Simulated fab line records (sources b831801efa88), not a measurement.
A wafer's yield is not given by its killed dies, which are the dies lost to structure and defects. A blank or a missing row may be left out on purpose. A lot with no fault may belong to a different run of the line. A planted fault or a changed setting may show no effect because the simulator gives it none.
Which tool is to blame? || flow sky130 || 36 wafers from 12 lots sampled at 5 of the route's 708 steps

WHAT EACH GAUGE READ, for each wafer
SKY_LDD_P_OVL_MEAS_08.
{"lot": "L737", "measured": "day 19 08:26", "on": "overlay-02", "LDD_P_OVL (nm)": "-0.8 0.1 -0.3"}
{"lot": "L741", "measured": "day 20 20:05", "on": "overlay-02", "LDD_P_OVL (nm)": "0.0 -0.4 0.4"}
{"lot": "L743", "measured": "day 21 08:15", "on": "overlay-01", "LDD_P_OVL (nm)": "1.2 0.2 1.2"}
{"lot": "L745", "measured": "day 21 23:14", "on": "overlay-02", "LDD_P_OVL (nm)": "-1.1 -2.1 -0.8"}
{"lot": "L746", "measured": "day 22 15:08", "on": "overlay-01", "LDD_P_OVL (nm)": "2.4 2.3 1.8"}
{"lot": "L747", "measured": "day 22 21:47", "on": "overlay-02", "LDD_P_OVL (nm)": "1.5 1.8 2.4"}
{"lot": "L749", "measured": "day 23 11:47", "on": "overlay-02", "LDD_P_OVL (nm)": "-0.7 -1.0 0.1"}
{"lot": "L750", "measured": "day 23 22:50", "on": "overlay-01", "LDD_P_OVL (nm)": "-1.3 -2.4 -0.7"}
{"lot": "L753", "measured": "day 25 00:02", "on": "overlay-02", "LDD_P_OVL (nm)": "-1.0 -2.0 -0.3"}
{"lot": "L754", "measured": "day 25 07:47", "on": "overlay-02", "LDD_P_OVL (nm)": "1.2 1.4 1.5"}
{"lot": "L755", "measured": "day 25 17:20", "on": "overlay-01", "LDD_P_OVL (nm)": "0.9 2.2 0.9"}
{"lot": "L757", "measured": "day 26 12:44", "on": "overlay-01", "LDD_P_OVL (nm)": "0.0 -1.0 -0.8"}

SKY_LDD_P_TW_MEAS_11.
{"lot": "L737", "measured": "day 19 08:44", "on": "film metro-02", "LDD_P_TW": "639 638 638"}
{"lot": "L741", "measured": "day 20 20:23", "on": "film metro-04", "LDD_P_TW": "634 632 632"}
{"lot": "L743", "measured": "day 21 08:35", "on": "film metro-01", "LDD_P_TW": "628 627 628"}
{"lot": "L745", "measured": "day 21 23:31", "on": "film metro-04", "LDD_P_TW": "632 631 628"}
{"lot": "L746", "measured": "day 22 15:25", "on": "film metro-02", "LDD_P_TW": "633 637 637"}
{"lot": "L747", "measured": "day 22 22:04", "on": "film metro-01", "LDD_P_TW": "626 626 630"}
{"lot": "L749", "measured": "day 23 12:05", "on": "film metro-01", "LDD_P_TW": "626 626 626"}
{"lot": "L750", "measured": "day 23 23:08", "on": "film metro-01", "LDD_P_TW": "624 623 626"}
{"lot": "L753", "measured": "day 25 00:19", "on": "film metro-04", "LDD_P_TW": "358 358 360"}
{"lot": "L754", "measured": "day 25 08:05", "on": "film metro-02", "LDD_P_TW": "359 360 363"}
{"lot": "L755", "measured": "day 25 17:38", "on": "film metro-01", "LDD_P_TW": "353 352 357"}
{"lot": "L757", "measured": "day 26 13:02", "on": "film metro-02", "LDD_P_TW": "641 638 638"}

SKY_LDD_HVP_TW_MEAS_10.
{"lot": "L737", "measured": "day 21 21:55", "on": "film metro-03", "LDD_HVP_TW": "446.5 449.0 448.3"}
{"lot": "L741", "measured": "day 23 09:05", "on": "film metro-01", "LDD_HVP_TW": "450.6 447.3 447.8"}
{"lot": "L743", "measured": "day 23 20:14", "on": "film metro-01", "LDD_HVP_TW": "449.7 446.2 447.2"}
{"lot": "L745", "measured": "day 24 11:12", "on": "film metro-03", "LDD_HVP_TW": "451.0 449.3 450.2"}
{"lot": "L746", "measured": "day 25 01:00", "on": "film metro-01", "LDD_HVP_TW": "448.2 448.1 449.4"}
{"lot": "L747", "measured": "day 25 09:06", "on": "film metro-04", "LDD_HVP_TW": "455.4 456.3 456.1"}
{"lot": "L749", "measured": "day 26 00:29", "on": "film metro-03", "LDD_HVP_TW": "450.3 448.3 449.8"}
{"lot": "L750", "measured": "day 26 10:58", "on": "film metro-04", "LDD_HVP_TW": "454.7 454.2 453.6"}
{"lot": "L753", "measured": "day 27 11:30", "on": "film metro-04", "LDD_HVP_TW": "453.7 451.4 452.3"}
{"lot": "L754", "measured": "day 27 19:34", "on": "film metro-01", "LDD_HVP_TW": "453.3 449.9 449.6"}
{"lot": "L755", "measured": "day 28 03:57", "on": "film metro-03", "LDD_HVP_TW": "449.7 447.8 449.9"}
{"lot": "L757", "measured": "day 28 22:06", "on": "film metro-01", "LDD_HVP_TW": "447.9 448.2 447.0"}

TOOL THAT RAN EACH LOT (tool first, then ch and the chambers of the sampled wafers, then the start)
{"lot": "L737", "SKY_GATE_OXIDE_STRIP_13": "plasma asher-02 ch 0,1, day 14 02:43", "SKY_LDD_P_IMPLANT_09": "implanter-03 ch 0, day 19 08:29"}
{"lot": "L741", "SKY_GATE_OXIDE_STRIP_13": "plasma asher-02 ch 0,1, day 15 10:49", "SKY_LDD_P_IMPLANT_09": "implanter-01 ch 0, day 20 20:08"}
{"lot": "L743", "SKY_GATE_OXIDE_STRIP_13": "plasma asher-02 ch 0,1, day 15 22:35", "SKY_LDD_P_IMPLANT_09": "implanter-04 ch 0, day 21 08:23"}
{"lot": "L745", "SKY_GATE_OXIDE_STRIP_13": "plasma asher-02 ch 0,1, day 16 13:22", "SKY_LDD_P_IMPLANT_09": "implanter-01 ch 0, day 21 23:16"}
{"lot": "L746", "SKY_GATE_OXIDE_STRIP_13": "plasma asher-04 ch 0,1, day 17 02:22", "SKY_LDD_P_IMPLANT_09": "implanter-01 ch 0, day 22 15:10"}
{"lot": "L747", "SKY_GATE_OXIDE_STRIP_13": "plasma asher-02 ch 0,1, day 17 09:52", "SKY_LDD_P_IMPLANT_09": "implanter-03 ch 0, day 22 21:49"}
{"lot": "L749", "SKY_GATE_OXIDE_STRIP_13": "plasma asher-03 ch 0,1, day 18 01:43", "SKY_LDD_P_IMPLANT_09": "implanter-01 ch 0, day 23 11:51"}
{"lot": "L750", "SKY_GATE_OXIDE_STRIP_13": "plasma asher-03 ch 0, day 18 11:19", "SKY_LDD_P_IMPLANT_09": "implanter-01 ch 0, day 23 22:54"}
{"lot": "L753", "SKY_GATE_OXIDE_STRIP_13": "plasma asher-04 ch 0,1, day 19 12:52", "SKY_LDD_P_IMPLANT_09": "implanter-01 ch 0, day 25 00:04"}
{"lot": "L754", "SKY_GATE_OXIDE_STRIP_13": "plasma asher-02 ch 0, day 19 23:00", "SKY_LDD_P_IMPLANT_09": "implanter-01 ch 0, day 25 07:50"}
{"lot": "L755", "SKY_GATE_OXIDE_STRIP_13": "plasma asher-02 ch 0,1, day 20 09:45", "SKY_LDD_P_IMPLANT_09": "implanter-01 ch 0, day 25 17:23"}
{"lot": "L757", "SKY_GATE_OXIDE_STRIP_13": "plasma asher-03 ch 0,1, day 20 21:27", "SKY_LDD_P_IMPLANT_09": "implanter-04 ch 0, day 26 12:47"}
- SKY_GATE_OXIDE_STRIP_13: strips in O2/N2.
- SKY_LDD_P_IMPLANT_09

WHAT THE TOOLS THEMSELVES READ (means of the sampled wafers that have a number; where no wafer has one, the mark that the record gives instead)
SKY_GATE_OXIDE_STRIP_13.
{"lot": "L737", "tool": "plasma asher-02", "drypump motor current A (A)": 5.7, "oes product au (a.u.)": 0.718, "strip time to endpoint s (s)": 14.17}
{"lot": "L741", "tool": "plasma asher-02", "drypump motor current A (A)": 5.6, "oes product au (a.u.)": 0.715, "strip time to endpoint s (s)": 14.16}
{"lot": "L743", "tool": "plasma asher-02", "drypump motor current A (A)": 5.7, "oes product au (a.u.)": 0.713, "strip time to endpoint s (s)": 14.20}
{"lot": "L745", "tool": "plasma asher-02", "drypump motor current A (A)": 5.7, "oes product au (a.u.)": 0.720, "strip time to endpoint s (s)": 14.23}
{"lot": "L746", "tool": "plasma asher-04", "drypump motor current A (A)": 5.1, "oes product au (a.u.)": 0.716, "strip time to endpoint s (s)": 14.18}
{"lot": "L747", "tool": "plasma asher-02", "drypump motor current A (A)": 5.6, "oes product au (a.u.)": 0.719, "strip time to endpoint s (s)": 14.19}
{"lot": "L749", "tool": "plasma asher-03", "drypump motor current A (A)": 6.0, "oes product au (a.u.)": 0.716, "strip time to endpoint s (s)": 14.23}
{"lot": "L750", "tool": "plasma asher-03", "drypump motor current A (A)": 6.0, "oes product au (a.u.)": 0.717, "strip time to endpoint s (s)": 14.20}
{"lot": "L753", "tool": "plasma asher-04", "drypump motor current A (A)": 5.2, "oes product au (a.u.)": 0.716, "strip time to endpoint s (s)": 14.17}
{"lot": "L754", "tool": "plasma asher-02", "drypump motor current A (A)": 5.6, "oes product au (a.u.)": 0.718, "strip time to endpoint s (s)": 14.17}
{"lot": "L755", "tool": "plasma asher-02", "drypump motor current A (A)": 5.6, "oes product au (a.u.)": 0.722, "strip time to endpoint s (s)": 14.19}
{"lot": "L757", "tool": "plasma asher-03", "drypump motor current A (A)": 5.9, "oes product au (a.u.)": 0.714, "strip time to endpoint s (s)": 14.16}

SKY_LDD_P_IMPLANT_09.
{"lot": "L737", "tool": "implanter-03", "dose ions cm2": 1.0009e+13, "faraday current uA": 56.8}
{"lot": "L741", "tool": "implanter-01", "dose ions cm2": 9.9883e+12, "faraday current uA": 56.0}
{"lot": "L743", "tool": "implanter-04", "dose ions cm2": 9.9977e+12, "faraday current uA": 55.7}
{"lot": "L745", "tool": "implanter-01", "dose ions cm2": 1.0007e+13, "faraday current uA": 55.3}
{"lot": "L746", "tool": "implanter-01", "dose ions cm2": 1.0014e+13, "faraday current uA": 56.8}
{"lot": "L747", "tool": "implanter-03", "dose ions cm2": 9.9980e+12, "faraday current uA": 55.9}
{"lot": "L749", "tool": "implanter-01", "dose ions cm2": 1.0004e+13, "faraday current uA": 56.0}
{"lot": "L750", "tool": "implanter-01", "dose ions cm2": 9.9987e+12, "faraday current uA": 57.5}
{"lot": "L753", "tool": "implanter-01", "dose ions cm2": 1.6073e+12, "faraday current uA": 9.1}
{"lot": "L754", "tool": "implanter-01", "dose ions cm2": 1.6040e+12, "faraday current uA": 9.1}
{"lot": "L755", "tool": "implanter-01", "dose ions cm2": 1.6213e+12, "faraday current uA": 9.0}
{"lot": "L757", "tool": "implanter-04", "dose ions cm2": 1.0011e+13, "faraday current uA": 55.9}

THE ANSWER, worked out from the rows above alone
Rule: usual is defined by the lots themselves. Put in order of their means at a reading, lots are off if they are a third of the lots or fewer, leave a main group of 4 or more, and stand apart from it by a gap of 3 or more times the standard deviation of the main group's means; of several such gaps the widest counts. A main group whose means are all the same, to the digits that the tables above print for the reading, isn't used. A lot without any number at a reading at which 4 lots or more have one is off too. Any other lot the step has rows for is counted as sound. After the gauges, taken in route order, come the tools' own readings; for these a lot's mean is taken, as printed above. The first step at which some lot is off is used, and at that step the reading that is off furthest; a lot without a number counts as furthest.
Off: L753, L754, L755, at SKY_LDD_P_TW_MEAS_11 (LDD_P_TW). The main group: mean 631, standard deviation 5.1.
A tool fits if, at a process step before that reading, it ran every lot that is off, and no sound lot after the first of them. Not tried: the gauges at SKY_LDD_P_TW_MEAS_11; whatever is off there is also off at SKY_LDD_P_IMPLANT_09, on other tools, and gauge error can't account for it. One fits: SKY_LDD_P_IMPLANT_09 on implanter-01. A fault onset in the window from L750 (day 23 22:54, its last sound lot) to L753 (day 25 00:04, its first lot off) fits.
The tool's own readings at SKY_LDD_P_IMPLANT_09 bear it out: on the lots that are off they differ by more than 5 times the standard deviation of the sound lots' means. dose ions cm2 reads 1.6109e+12 there against 1.0003e+13 on the sound lots; faraday current uA reads 9.1 there against 56.2 on the sound lots.

WHAT THE SIMULATOR HAD PUT IN
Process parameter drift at SKY_LDD_P_IMPLANT_09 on implanter-01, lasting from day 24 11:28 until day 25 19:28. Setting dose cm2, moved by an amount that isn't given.
Shown lots that were struck: L753, L754, L755. Same finding as the rule above.
